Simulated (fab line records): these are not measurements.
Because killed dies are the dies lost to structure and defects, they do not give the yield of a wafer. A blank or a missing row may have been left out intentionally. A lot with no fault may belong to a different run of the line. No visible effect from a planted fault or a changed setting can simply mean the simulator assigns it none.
Comparing a struck lot with a sound one :: flow sky130 :: 19 out of 708 route steps
Sound: the wafers L746.1, L746.4, L746.5. Struck: wafers L754.1, L754.4, L754.5. The cause is given at the end.
Each step with rows lists, per side, the tool, then ch with its chambers, then its first start. Under that, the readings that differ: sound wafers :: struck wafers :: difference of the means :: sigmas: that difference in standard deviations of wafers without a fault.
alike: a reading whose means differ by less than 2 such deviations, as well as words and numbers matching on both sides. not compared: withheld readings; readings where some wafer has no value; bounds like >300 that might hide an equal value; numbers whose values overlap and for which the record gives no deviation.
The two part at a step that has a row with sigmas, a row that says differs or no value, or rows on one side only. Numbers that don't overlap but have no deviation are shown without sigmas and don't part them. Lack of a reading on every wafer of one side parts them only where that side has two or more wafers.

first, 3 steps without rows for these wafers: SKY_POLY_CUT_EXPOSE_05 (exposes mask NPCM, target cd 270 nm); SKY_POLY_CUT_PEB_06; SKY_POLY_CUT_DEVELOP_07 (develop time 60 s).
SKY_POLY_CUT_CD_MEAS_08 targets a cd of 270 nm.
  sound: cd-sem-01 at day 25 16:05; struck: cd-sem-01 at day 28 07:50
  alike: cd-nm
SKY_POLY_CUT_OVL_MEAS_09:
  sound: overlay-02 at day 25 16:13; struck: overlay-01 at day 28 07:58
  alike: POLY_CUT_OVL
SKY_POLY_CUT_ETCH_10: etches BARC in N2/H2, stops on SiO2, time 45.9 s, target depth 60 nm.
  sound on rie-diel-01 ch 0,2,3, day 25 16:15; struck on rie-diel-03 ch 0,1,3, day 28 08:00
  alike: drypump-motor-current-A, h2-flow-sccm, n2-flow-sccm, oes-product-au, throttle-valve-pct
  not compared: rf-hours-counter-h
SKY_POLY_CUT_ETCH_11: etches Si3N4 in CF4/CH2F2/Ar, stops on poly-Si, time 42.5 s, target depth 60 nm.
  sound on rie-diel-01 ch 0,2,3, day 25 16:17; struck on rie-diel-03 ch 0,1,3, day 28 08:02
  alike: drypump-motor-current-A, oes-product-au, throttle-valve-pct
  not compared: rf-hours-counter-h
SKY_POLY_CUT_STRIP_12: strips in O2/N2.
  sound on plasma-asher-01 ch 0, day 25 16:20; struck on plasma-asher-01 ch 0,1, day 28 08:05
reading: n2-flow-sccm (sccm)
sound: 299.3 298.8 298.8
struck: 301.7 300.5 300.6
difference: +2.0
sigmas: +2
  alike: drypump-motor-current-A, oes-product-au, strip-time-to-endpoint-s
  not compared: rf-hours-counter-h
then, 4 steps without rows for these wafers: SKY_SD_P_DEHYDRATE_00 (time 60 s); SKY_SD_P_HMDS_01 (prime time 60 s); SKY_SD_P_COAT_02 (resist thk 1140 nm); SKY_SD_P_SOFTBAKE_03 (time 60 s).
SKY_SD_P_EXPOSE_04: exposes mask PSDM, target cd 380 nm.
  sound on iline-stepper-01 ch 0, day 26 06:47; struck on iline-stepper-01 ch 0, day 28 22:04
reading: model.SD_P.overlay-x-nm (nm)
sound: 0.7248 0.7248 0.7248
struck: 102.4 102.4 102.4
difference: +101.7
sigmas: 
  alike: mask
then, 2 steps without rows for these wafers: SKY_SD_P_PEB_05; SKY_SD_P_DEVELOP_06 (develop time 60 s).
SKY_SD_P_CD_MEAS_07 targets a cd of 380 nm.
  sound: cd-sem-02 at day 26 20:59; struck: cd-sem-01 at day 29 11:05
  alike: cd-nm
SKY_SD_P_OVL_MEAS_08:
  sound: overlay-02 at day 26 21:07; struck: overlay-02 at day 29 11:12
reading: SD_P_OVL (nm)
sound: -1.7 -2.0 -2.2
struck: 100.0 101.5 100.5
difference: +102.6
sigmas: +64
then, 2 steps without rows for these wafers: SKY_SD_P_IMPLANT_09; SKY_PAD_OPEN_PROBE_99.

## WHERE THEY PART
At SKY_POLY_CUT_STRIP_12 first; at SKY_SD_P_OVL_MEAS_08 last (within this record only).

WHY: the cause the simulator had injected
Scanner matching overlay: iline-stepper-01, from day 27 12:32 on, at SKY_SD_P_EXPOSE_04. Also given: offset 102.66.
